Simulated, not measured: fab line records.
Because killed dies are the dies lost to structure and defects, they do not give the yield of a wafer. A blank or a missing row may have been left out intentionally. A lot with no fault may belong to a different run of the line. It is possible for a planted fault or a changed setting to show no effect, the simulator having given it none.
fab line records | flow sfqLine
record: lots: 7 wafers: 21 lastDay: 92
route steps=325 shown M3@124 I3@133
lots untouched by any fault: they come from a run of this same line in which no faults occurred
startH: the number of hours between the record's first day and the start of the first shown wafer of the lot | waitH: hours elapsed since this lot's preceding step | " repeats the value in the row above | L1.1+2: a single row standing in for several wafers | - no value, or no start was given | * or withheld: withheld | < > ~ a bound
route shown NAME@n: a module of which the file shows steps, and the number in the route of the first | usual: average and standard deviation across the fault-free wafers | same: alike in all rows | chamber/n: place in a boat | sites: the reading at each site | _std_site: how widely they spread, as a standard deviation | _edge_site: mean of outer sites minus mean of inner sites | radiusMm: for every site, how far away it sits from the centre of the wafer | mask NAME#n: copy n | behind: the most recent tool/chamber to have shaped the wafer | hold: why the lot was held/for how many hours/how that ended | device: names the non-switching transistor (n, p or np) | end of line: the tests these same wafers got at the end of their route | a step with no rows: only its recipe | killed: count of dies lost to structure and defects at first sort (not the wafer's yield) | map: per-die view of a wafer (x killed, . not killed, _ where there is no die)
set.NAME: the setting as run; set.NAME@STEP: as run at that earlier step | model.NAME: the simulator's own value behind a step, which no gauge read
lots at some steps of the route; a table a step, a row a wafer
services: from which hour (startH, from the record's first day; less than 0 if before it) a tool's chamber was out of use, for how many hours, and why
== steps ==
step: SFQ_TRILAYER_M3_LITHO_SOFTBAKE_079
recipe: tempC: withheld timeS: withheld resist: KrF
step: SFQ_TRILAYER_M3_LITHO_EXPOSE_076
recipe: maskId: M3 na: 0.6 sourceShape: conventional sigmaOuter: 0.65 targetCdNm: 500 doseMj: 14.4
step: SFQ_TRILAYER_M3_LITHO_PEB_078
recipe: pebTempC: 115 pebTimeS: 60 resist: KrF
step: SFQ_TRILAYER_M3_LITHO_DEVELOP_077
recipe: timeS: 60 resist: KrF
step: SFQ_M3_OVL_MEAS_921
usual: M3_OVL: -1/4.7
columns lot.wafer tool chamber startH waitH M3_OVL[nm]
L862.2 overlay-02 - 861.61 0.1 -7
L862.5 " - " " 9
L862.6 " - " " -3
L866.1 overlay-02 - 1046.91 0.1 3
L866.2 " - " " -1
L866.5 " - " " 0
L875.3 overlay-02 - 1084.61 0.1 1
L875.4 " - " " 2
L875.6 " - " " -4
L879.3 overlay-01 - 1097.80 0.1 2
L879.4 " - " " -1
L879.5 " - " " 0
L880.3 overlay-01 - 1211.43 0.1 -9
L880.4 " - " " -5
L880.6 " - " " -8
L883.1 overlay-02 - 1236.42 0.1 3
L883.3 " - " " -5
L883.5 " - " " -1
L885.2 overlay-01 - 1243.00 0.1 -2
L885.3 " - " " -6
L885.4 " - " " -3
step: SFQ_TRILAYER_M3_BARC_OPEN_METAL_ETCH_100
recipe: maskMaterial: PR chemistry: O2 targetDepthNm: 125 target: BARC icpW: 600 biasW: 82.74 pressureMtorr: 10 timeS: 41.7
usual: drypumpMotorCurrentA: 5.8/0.42 heBacksideLeakSccm: 3.57/0.19 oesProductAu: 0.685/0.0045
same: timeS: 41.7
columns lot.wafer tool chamber startH waitH drypumpMotorCurrentA heBacksideLeakSccm oesProductAu rfHoursCounterH
L862.2 rieMetal-03 0 861.64 0.0 6.0 3.90 0.686 130
L862.5 " 1 " " 6.4 3.63 0.680 -
L862.6 " 0 " " 6.0 3.80 0.689 -
L866.1 rieMetal-04 0 1046.95 0.0 5.8 3.26 0.681 137
L866.2 " 1 " " 6.0 3.77 0.688 135
L866.5 " 1 " " 6.0 3.80 0.681 -
L875.3 rieMetal-02 0 1084.66 0.0 5.1 3.57 0.681 -
L875.4 " 1 " " 5.4 3.55 0.682 -
L875.6 " 1 " " 5.4 3.52 0.696 -
L879.3 rieMetal-04 0 1097.86 0.1 5.8 3.30 0.690 -
L879.4 " 0 " " 5.8 3.28 0.687 -
L879.5 " 0 " " 5.8 3.47 0.686 -
L880.3 rieMetal-03 0 1211.48 0.0 5.9 3.74 0.690 -
L880.4 " 1 " " 6.4 3.47 0.686 -
L880.6 " 0 " " 6.0 3.67 0.688 -
L883.1 rieMetal-03 1 1236.46 0.0 6.4 3.45 0.686 5
L883.3 " 1 " " 6.4 3.45 0.681 -
L883.5 " 0 " " 6.0 3.60 0.682 -
L885.2 rieMetal-04 1 1243.03 0.0 6.0 3.39 0.683 25
L885.3 " 1 " " 6.0 3.66 0.690 -
L885.4 " 0 " " 5.8 3.36 0.680 -
step: SFQ_TRILAYER_M3_ETCH_METAL_ETCH_078
recipe: target: Nb stopOn: SiO2 maskMaterial: PR chemistry: Cl2/Ar targetDepthNm: 240 icpW: 600 biasW: 80 pressureMtorr: 10 timeS: 120
usual: drypumpMotorCurrentA: 5.8/0.41 heBacksideLeakSccm: 3.55/0.15 oesProductAu: 0.894/0.0079
same: timeS: 120
columns lot.wafer tool chamber startH waitH drypumpMotorCurrentA heBacksideLeakSccm oesProductAu rfHoursCounterH
L862.2 rieMetal-03 0 861.70 0.0 6.0 3.79 0.903 130
L862.5 " 1 " " 6.4 3.50 0.890 -
L862.6 " 0 " " 6.0 3.95 0.907 -
L866.1 rieMetal-04 0 1047.01 0.0 5.8 3.34 0.895 137
L866.2 " 1 " " 6.0 3.87 0.887 136
L866.5 " 1 " " 6.0 3.69 0.890 -
L875.3 rieMetal-02 0 1084.74 0.1 5.1 3.49 0.890 -
L875.4 " 1 " " 5.4 3.50 0.893 -
L875.6 " 1 " " 5.4 3.50 0.878 -
L879.3 rieMetal-04 0 1098.02 0.1 5.8 3.35 0.879 -
L879.4 " 0 " " 5.8 3.34 0.880 -
L879.5 " 0 " " 5.8 3.44 0.885 -
L880.3 rieMetal-03 0 1211.56 0.1 6.0 3.71 0.895 -
L880.4 " 1 " " 6.4 3.58 0.904 -
L880.6 " 0 " " 6.0 3.64 0.904 -
L883.1 rieMetal-03 1 1236.52 0.0 6.4 3.51 0.893 5
L883.3 " 1 " " 6.4 3.43 0.899 -
L883.5 " 0 " " 6.0 3.65 0.879 -
L885.2 rieMetal-04 1 1243.09 0.0 6.0 3.78 0.888 25
L885.3 " 1 " " 6.0 3.65 0.893 -
L885.4 " 0 " " 5.8 3.14 0.895 -
step: SFQ_TRILAYER_M3_STRIP_STRIP_079
recipe: gas: O2 powerW: 200 platenTempC: 40 overashFraction: 0.65 chemistry: O2 pressureMtorr: 50
usual: drypumpMotorCurrentA: 5.8/0.42 heBacksideLeakSccm: 3.56/0.17 oesProductAu: 1.001/0.0096
columns lot.wafer tool chamber startH waitH drypumpMotorCurrentA heBacksideLeakSccm oesProductAu rfHoursCounterH
L862.2 rieMetal-03 0 861.82 0.1 6.0 3.85 1.003 130
L862.5 " 1 " " 6.4 3.94 1.000 -
L862.6 " 0 " " 6.0 3.89 1.017 -
L866.1 rieMetal-04 0 1047.13 0.1 5.8 3.34 1.007 137
L866.2 " 1 " " 6.0 3.42 0.982 136
L866.5 " 1 " " 6.0 3.53 0.979 -
L875.3 rieMetal-02 0 1085.02 0.2 5.1 3.64 0.994 -
L875.4 " 1 " " 5.4 3.51 1.001 -
L875.6 " 1 " " 5.4 3.49 0.991 -
L879.3 rieMetal-04 0 1098.59 0.5 5.8 3.13 1.015 -
L879.4 " 0 " " 5.8 3.36 1.009 -
L879.5 " 0 " " 5.7 3.39 1.014 -
L880.3 rieMetal-03 0 1211.84 0.2 6.0 3.50 1.002 -
L880.4 " 1 " " 6.4 3.43 1.008 -
L880.6 " 0 " " 6.0 3.71 0.998 -
L883.1 rieMetal-03 1 1236.64 0.1 6.4 3.52 1.014 5
L883.3 " 1 " " 6.4 3.46 1.020 -
L883.5 " 0 " " 6.0 3.82 1.005 -
L885.2 rieMetal-04 1 1243.21 0.1 6.0 3.51 1.009 25
L885.3 " 1 " " 6.0 3.53 1.003 -
L885.4 " 0 " " 5.8 3.25 0.997 -
step: SFQ_TRILAYER_M3_STRIP_SOLV_CLEAN_080
recipe: chemistry: NMP tempC: 70 timeS: 600
step: SFQ_TRILAYER_I3_DEP_PECVD_081
recipe: material: SiO2 tempC: 150 timeS: 111.11 pressureTorr: 2.4 rfW: 183.3 precursor: SiH4/N2O targetThkNm: 500
usual: heaterPowerOuterW: 31/6.4 heaterPowerW: 83/8.5 throttleValvePct: 24.2/1.9
same: timeS: 111.11
columns lot.wafer tool chamber startH waitH heaterPowerOuterW heaterPowerW throttleValvePct
L862.2 pecvd-04 1 862.60 0.0 32 84 24.6
L862.5 " 0 " " 34 76 22.3
L862.6 " 2 " " 25 69 23.3
L866.1 pecvd-03 0 1047.92 0.0 23 75 23.3
L866.2 " 1 " " 40 90 27.3
L866.5 " 0 " " 26 75 23.1
L875.3 pecvd-02 1 1085.60 0.0 36 92 21.2
L875.4 " 1 " " 37 97 21.2
L875.6 " 2 " " 30 83 23.0
L879.3 pecvd-04 1 1099.60 0.0 21 68 25.3
L879.4 " 2 " " 29 76 23.7
L879.5 " 1 " " 25 73 25.5
L880.3 pecvd-02 1 1212.42 0.0 33 91 21.5
L880.4 " 1 " " 34 93 21.3
L880.6 " 0 " " 31 85 24.2
L883.1 pecvd-03 1 1237.42 0.0 41 90 27.9
L883.3 " 2 " " 33 99 26.1
L883.5 " 0 " " 29 81 23.6
L885.2 pecvd-03 0 1243.99 0.0 27 80 23.5
L885.3 " 1 " " 47 99 27.8
L885.4 " 2 " " 20 80 26.1
step: SFQ_TRILAYER_I3_CMP_CMP_082
recipe: material: SiO2 downForcePsi: 3 platenRpm: 60 padVelocityMS: 0.94248
usual: motorCurrentA: 9.9/0.94 retainingRingPressureFrac: 1.000/0.0054 timeToEndpointS: 216/7.9
columns lot.wafer tool chamber startH waitH motorCurrentA retainingRingPressureFrac timeToEndpointS
L862.2 cmp-01 3 895.43 32.8 11.0 1.002 215
L862.6 " 2 896.93 34.3 10.0 0.998 202
L862.5 " 3 " " 10.6 0.995 222
L866.2 cmp-01 2 1052.02 4.1 10.0 1.003 196
L866.1 " 3 " " 11.3 1.000 216
L866.5 " 2 1054.02 6.0 10.3 1.001 206
L875.4 cmp-02 3 1101.06 15.4 9.8 0.997 217
L875.3 " 1 1102.06 16.4 8.1 0.992 221
L875.6 " 0 1103.56 17.9 11.0 0.991 202
L879.4 cmp-02 3 1125.56 25.9 10.0 1.002 218
L879.3 " 0 " " 10.1 1.002 218
L879.5 " 2 1127.06 27.4 10.2 1.011 208
L880.3 cmp-02 1 1212.99 0.5 8.1 0.989 223
L880.4 " 2 " " 11.2 0.999 220
L880.6 " 1 1214.99 2.5 8.4 0.991 229
L883.1 cmp-01 0 1237.49 0.0 8.4 1.005 210
L883.3 " 3 1238.99 1.5 11.1 1.009 210
L883.5 " 0 " " 8.5 1.002 218
L885.2 cmp-02 1 1248.29 4.3 8.3 1.004 210
L885.3 " 3 1249.29 5.3 10.1 1.005 210
L885.4 " 0 " " 10.4 1.001 208
step: SFQ_I3_BOW_MEAS_922
recipe: mode: bow
usual: I3_BOW: 4/9
columns lot.wafer tool chamber startH waitH I3_BOW[um]
L862.2 filmMetro-01 - 897.95 2.0 -1
L862.5 " - " " -9
L862.6 " - " " 2
L866.1 filmMetro-02 - 1055.02 2.0 17
L866.2 " - " " 5
L866.5 " - " " 16
L875.3 filmMetro-02 - 1104.10 1.5 -10
L875.4 " - " " -17
L875.6 " - " " -5
L879.3 filmMetro-02 - 1128.10 1.5 -3
L879.4 " - " " -8
L879.5 " - " " 1
L880.3 filmMetro-02 - 1215.53 2.0 -10
L880.4 " - " " -4
L880.6 " - " " -6
L883.1 filmMetro-01 - 1240.49 2.5 10
L883.3 " - " " 14
L883.5 " - " " 20
L885.2 filmMetro-04 - 1251.31 2.5 -2
L885.3 " - " " 3
L885.4 " - " " -6
step: SFQ_TRILAYER_I3_METRO_MEASURE_083
usual: thkNm: 199.8/1.3
columns lot.wafer tool chamber startH waitH thkNm
L862.2 filmMetro-01 - 898.25 0.3 199.3
L862.5 " - " " 199.7
L862.6 " - " " 198.7
L866.1 filmMetro-02 - 1055.14 0.1 200.8
L866.2 " - " " 199.8
L866.5 " - " " 199.3
L875.3 filmMetro-02 - 1104.58 0.5 205.4
L875.4 " - " " 203.9
L875.6 " - " " 202.6
L879.3 filmMetro-02 - 1128.58 0.5 203.0
L879.4 " - " " 204.2
L879.5 " - " " 203.6
L880.3 filmMetro-02 - 1216.01 0.5 205.5
L880.4 " - " " 204.2
L880.6 " - " " 205.9
L883.1 filmMetro-01 - 1240.61 0.1 200.2
L883.3 " - " " 198.8
L883.5 " - " " 200.5
L885.2 filmMetro-04 - 1251.61 0.3 200.9
L885.3 " - " " 199.5
L885.4 " - " " 199.1
step: SFQ_TRILAYER_I3_VIA_LITHO_COAT_090
recipe: resist: BARC spinRpm: 3000 resistThkNm: 62
== services ==
columns tool chamber startH hours kind
rieMetal-04 1 858.16 13.8 repair
cmp-02 - 868.22 3.3 pm
filmMetro-02 - 879.39 0.3 pm
cmp-02 - 889.27 1.3 repair
rieMetal-04 - 900.07 14.6 pm
rieMetal-03 1 912.92 39.9 repair
cmp-01 - 915.93 4.0 pm
rieMetal-04 - 936.31 0.4 repair
cmp-01 - 936.87 0.8 repair
rieMetal-03 1 954.52 15.7 repair
pecvd-03 - 975.39 2.8 pm
filmMetro-02 - 1014.17 1.3 pm
rieMetal-02 - 1037.97 0.5 repair
filmMetro-02 - 1064.06 0.3 pm
rieMetal-04 0 1064.16 4.3 repair
cmp-02 - 1080.93 0.5 repair
filmMetro-02 - 1084.67 0.4 pm
cmp-02 - 1091.06 4.0 pm
cmp-02 - 1120.60 0.5 repair
filmMetro-02 - 1124.39 0.7 pm
rieMetal-03 1 1126.70 4.8 repair
cmp-02 - 1161.06 5.1 pm
filmMetro-02 - 1164.26 1.6 pm
filmMetro-02 - 1184.78 2.6 repair
== key ==
firstSign: step: SFQ_TRILAYER_I3_METRO_MEASURE_083 reading: thkNm direction: up sigmas: 3.5 usual: 199.8 struck: 204.3
effect none on later readings
metAt SFQ_TRILAYER_I3_METRO_MEASURE_083
struckWafers L875.3,L875.4,L875.6,L879.3,L879.4,L879.5,L880.3,L880.4,L880.6
onsetBetween 1055.14 1104.58
fault: kind: metrologyMatchingOffset tool: filmMetro-02 chamber: - onsetH: 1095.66 steps: SFQ_TRILAYER_I3_METRO_MEASURE_083 param: thkNm offset: 3.8547
